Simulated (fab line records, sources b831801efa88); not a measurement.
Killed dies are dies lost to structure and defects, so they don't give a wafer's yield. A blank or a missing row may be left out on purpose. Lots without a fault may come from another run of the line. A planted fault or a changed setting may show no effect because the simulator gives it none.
fab line records | flow gf180mcu | part 2 of 2: steps 26 to 34 of 34
record lots=5 wafers=15 last_day=33
route steps=602 shown VT_IMPLANT@107 MVSD@136 NWELL@137 LVPWELL@138 MVPSD@139
lots that met no fault: from a run of the same line without faults
start_h: hours from the record's first day to the start of the lot's first wafer shown | wait_h: hours since the lot's step before | " the same as in the row above | L1.1+2: a row that stands for several wafers | - no value, or no start given | * or withheld: withheld | < > ~ a bound
route shown NAME@n: a module of which the file shows steps, and the number in the route of the first | usual: mean/standard deviation of fault-free wafers | same: alike in all rows | chamber/n: place in a boat | sites: the reading at each site | _std_site: their standard deviation | _edge_site: outer sites' mean less inner sites' | radius_mm: how far each site lies from the wafer's centre | mask NAME#n: copy n | behind: the tool/chamber that last shaped the wafer | hold: why the lot was held/for how many hours/how that ended | device: the transistor (n, p or np) that didn't switch | end of line: the same wafers' tests at the end of the route | a step without rows: its recipe alone | killed: dies lost to structure and defects at the first sort, not the wafer's yield | map: a wafer's dies, x killed, . not, _ none there
set.NAME: the setting as run; set.NAME@STEP: as run at that earlier step | model.NAME: the simulator's own value behind a step, which no gauge read
lots at some steps of the route; a table a step, a row a wafer
services: from which hour (start_h, from the record's first day; less than 0 if before it) a tool's chamber was out of use, for how many hours, and why
## steps
# step GF_VT_IMPLANT_STRIP_42
# recipe chemistry=O2/N2 power_w=1400 pressure_mtorr=1500 platen_temp_c=250 o2_flow_sccm=3000 n2_flow_sccm=300 overash_fraction=0.5
# usual drypump_motor_current_A=5.70/0.23 heater_power_w=327/36 oes_product_au=0.716/0.0044 platen_temp_c=249.97/0.18 strip_time_to_endpoint_s=12.63/0.038
# columns lot.wafer tool chamber start_h wait_h drypump_motor_current_A heater_power_w oes_product_au platen_temp_c rf_hours_counter_h strip_time_to_endpoint_s
L075.1 plasma_asher-01 1 164.30 0.1 5.71 362 0.712 249.81 52 12.63
L075.3 " 0 " " 5.59 360 0.719 250.01 - 12.62
L075.6 " 1 " " 5.73 359 0.716 249.93 - 12.64
L084.1 plasma_asher-02 1 221.58 0.1 5.67 313 0.717 250.25 8 12.65
L084.3 " 1 " " 5.70 323 0.708 249.93 - 12.64
L084.4 " 0 " " 5.70 283 0.719 249.69 - 12.66
L085.1 plasma_asher-01 0 229.34 0.1 5.56 359 0.717 249.86 59 12.60
L085.3 " 1 " " 5.72 359 0.709 250.20 - 12.66
L085.5 " 0 " " 5.56 361 0.714 250.04 - 12.60
L088.3 plasma_asher-02 1 250.21 0.1 5.65 319 0.707 249.94 - 12.67
L088.5 " 1 " " 5.70 318 0.710 250.10 - 12.66
L088.6 " 0 " " 5.69 277 0.712 250.24 - 12.71
L094.3 plasma_asher-01 0 290.88 0.1 5.59 353 0.712 250.25 - 12.61
L094.4 " 1 " " 5.71 369 0.712 250.02 - 12.57
L094.6 " 0 " " 5.58 353 0.718 250.09 - 12.58
# step GF_VT_IMPLANT_TW_MEAS_43
# usual VT_IMPLANT_4_TW=688/4.2
# columns lot.wafer tool chamber start_h wait_h VT_IMPLANT_4_TW
L075.1 film_metro-02 - 164.40 0.1 684
L075.3 " - " " 684
L075.6 " - " " 683
L084.1 film_metro-02 - 221.68 0.1 681
L084.3 " - " " 685
L084.4 " - " " 682
L085.1 film_metro-02 - 229.44 0.1 681
L085.3 " - " " 683
L085.5 " - " " 685
L088.3 film_metro-01 - 250.30 0.1 696
L088.5 " - " " 693
L088.6 " - " " 694
L094.3 film_metro-03 - 290.97 0.1 692
L094.4 " - " " 695
L094.6 " - " " 691
# step GF_VT_IMPLANT_CLEAN_44
# recipe chemistry=SC1/SC2 mix=1:4:20 temp_c=70 time_s=150 dry=n2_spin
# usual bath_guard_temp_C=70.0/0.37
# columns lot.wafer tool chamber start_h wait_h bath_guard_temp_C
L075.1 wet_bench-01 3 164.46 0.1 69.1
L075.3 " 3 " " 69.6
L075.6 " 3 " " 69.4
L084.1 wet_bench-03 0 221.74 0.1 70.1
L084.3 " 0 " " 70.1
L084.4 " 0 " " 70.0
L085.1 wet_bench-02 1 229.50 0.1 70.4
L085.3 " 1 " " 70.2
L085.5 " 1 " " 70.5
L088.3 wet_bench-03 1 250.34 0.0 70.1
L088.5 " 1 " " 70.3
L088.6 " 1 " " 69.8
L094.3 wet_bench-01 1 291.01 0.0 70.0
L094.4 " 1 " " 70.0
L094.6 " 1 " " 69.9
# step GF_VT_IMPLANT_RTA_45
# recipe temp_c=1050 time_s=30 ambient=N2
# usual lamp_power_pct=29.8/2.1 wafer_temp_C_max=1054.2/0.96
# columns lot.wafer tool chamber start_h wait_h lamp_power_pct wafer_temp_C_max
L075.1 rtp_anneal-01 0 164.51 0.0 27.1 1054.2
L075.3 " 0 " " 27.1 1053.6
L075.6 " 0 " " 27.1 1055.6
L084.1 rtp_anneal-02 0 221.79 0.0 31.3 1053.5
L084.3 " 0 " " 31.4 1054.5
L084.4 " 0 " " 31.3 1053.5
L085.1 rtp_anneal-02 0 229.55 0.0 31.4 1054.3
L085.3 " 0 " " 31.4 1054.6
L085.5 " 0 " " 31.4 1053.7
L088.3 rtp_anneal-01 0 250.42 0.0 27.1 1054.4
L088.5 " 0 " " 27.2 1054.9
L088.6 " 0 " " 27.1 1053.7
L094.3 rtp_anneal-02 0 291.09 0.0 31.4 1053.2
L094.4 " 0 " " 31.4 1053.9
L094.6 " 0 " " 31.4 1052.6
# step GF_VT_IMPLANT_RS_MEAS_46
# recipe thk_meas_gauge=four-point-probe
# usual MVSD_RS=457.1/1.3
# columns lot.wafer tool chamber start_h wait_h MVSD_RS[ohm/sq]
L075.1 film_metro-04 - 164.61 0.1 456.8
L075.3 " - " " 458.4
L075.6 " - " " 458.9
L084.1 film_metro-01 - 221.99 0.2 457.4
L084.3 " - " " 457.1
L084.4 " - " " 456.2
L085.1 film_metro-03 - 229.75 0.2 456.2
L085.3 " - " " 456.8
L085.5 " - " " 456.0
L088.3 film_metro-04 - 250.53 0.1 459.4
L088.5 " - " " 457.8
L088.6 " - " " 460.4
L094.3 film_metro-04 - 291.20 0.1 459.6
L094.4 " - " " 460.0
L094.6 " - " " 459.9
# step GF_VT_IMPLANT_RS_MEAS_47
# recipe thk_meas_gauge=four-point-probe
# usual NWELL_RS=488.3/1.3
# columns lot.wafer tool chamber start_h wait_h NWELL_RS[ohm/sq]
L075.1 film_metro-04 - 164.73 0.1 489.9
L075.3 " - " " 490.4
L075.6 " - " " 489.6
L084.1 film_metro-01 - 222.11 0.1 488.4
L084.3 " - " " 486.3
L084.4 " - " " 487.7
L085.1 film_metro-03 - 229.87 0.1 488.6
L085.3 " - " " 488.4
L085.5 " - " " 488.6
L088.3 film_metro-04 - 250.65 0.1 489.4
L088.5 " - " " 489.2
L088.6 " - " " 489.6
L094.3 film_metro-04 - 291.32 0.1 490.0
L094.4 " - " " 488.8
L094.6 " - " " 490.8
# step GF_VT_IMPLANT_RS_MEAS_48
# recipe thk_meas_gauge=four-point-probe
# usual LVPWELL_RS=1197.5/3
# columns lot.wafer tool chamber start_h wait_h LVPWELL_RS[ohm/sq]
L075.1 film_metro-04 - 164.85 0.1 1198.5
L075.3 " - " " 1199.8
L075.6 " - " " 1199.1
L084.1 film_metro-01 - 222.23 0.1 1196.3
L084.3 " - " " 1198.4
L084.4 " - " " 1197.6
L085.1 film_metro-03 - 229.99 0.1 1197.2
L085.3 " - " " 1195.5
L085.5 " - " " 1194.1
L088.3 film_metro-04 - 250.77 0.1 1196.5
L088.5 " - " " 1198.4
L088.6 " - " " 1194.6
L094.3 film_metro-04 - 291.44 0.1 1199.9
L094.4 " - " " 1202.7
L094.6 " - " " 1200.6
# step GF_VT_IMPLANT_RS_MEAS_49
# recipe thk_meas_gauge=four-point-probe
# usual MVPSD_RS=1168.9/2.5
# columns lot.wafer tool chamber start_h wait_h MVPSD_RS[ohm/sq]
L075.1 film_metro-04 - 164.97 0.1 1165.9
L075.3 " - " " 1166.5
L075.6 " - " " 1165.4
L084.1 film_metro-01 - 222.35 0.1 1172.0
L084.3 " - " " 1172.3
L084.4 " - " " 1172.2
L085.1 film_metro-03 - 230.11 0.1 1166.9
L085.3 " - " " 1169.1
L085.5 " - " " 1169.8
L088.3 film_metro-04 - 250.89 0.1 1167.9
L088.5 " - " " 1169.5
L088.6 " - " " 1165.5
L094.3 film_metro-04 - 291.56 0.1 1170.6
L094.4 " - " " 1167.8
L094.6 " - " " 1167.4
# step GF_VT_IMPLANT_WET_ETCH_50
# recipe chemistry=dHF target_depth_nm=20 target=SiO2 temp_c=25 dilution=100:1 time_s=400
# columns lot.wafer tool chamber start_h wait_h
L075.1+3+6 wet_bench-01 2 165.09 0.1
L084.1+3+4 wet_bench-03 2 222.47 0.1
L085.1+3+5 wet_bench-03 2 230.23 0.1
L088.3+5+6 wet_bench-03 2 250.97 0.1
L094.3+4+6 wet_bench-01 2 291.64 0.1
## services
# columns tool chamber start_h hours kind
implanter-01 - 116.44 2.5 repair
plasma_asher-02 - 117.75 14.6 pm
implanter-03 - 118.11 2.2 pm
implanter-01 - 135.86 26.1 repair
plasma_asher-01 - 147.96 3.3 repair
wet_bench-03 - 152.94 1.9 pm
litho_track-01 - 158.50 - consumable_replace:filter
implanter-01 - 162.15 4.6 pm
implanter-03 - 169.16 0.8 repair
implanter-04 - 171.98 2.3 repair
plasma_asher-02 - 178.72 3.8 repair
plasma_asher-02 - 191.86 0.7 repair
implanter-03 - 206.15 4.4 pm
plasma_asher-02 - 206.65 2.4 repair
iline_stepper-02 - 213.29 2.1 pm
implanter-03 - 217.86 6.7 repair
plasma_asher-01 - 225.84 0.6 repair
wet_bench-01 - 240.71 4.4 pm
implanter-03 - 241.50 2.3 repair
iline_stepper-02 - 244.73 4.4 pm
plasma_asher-01 - 247.98 4.5 repair
implanter-04 - 273.27 18.4 repair
implanter-03 - 273.72 4.0 pm
iline_stepper-01 - 291.03 1.7 pm
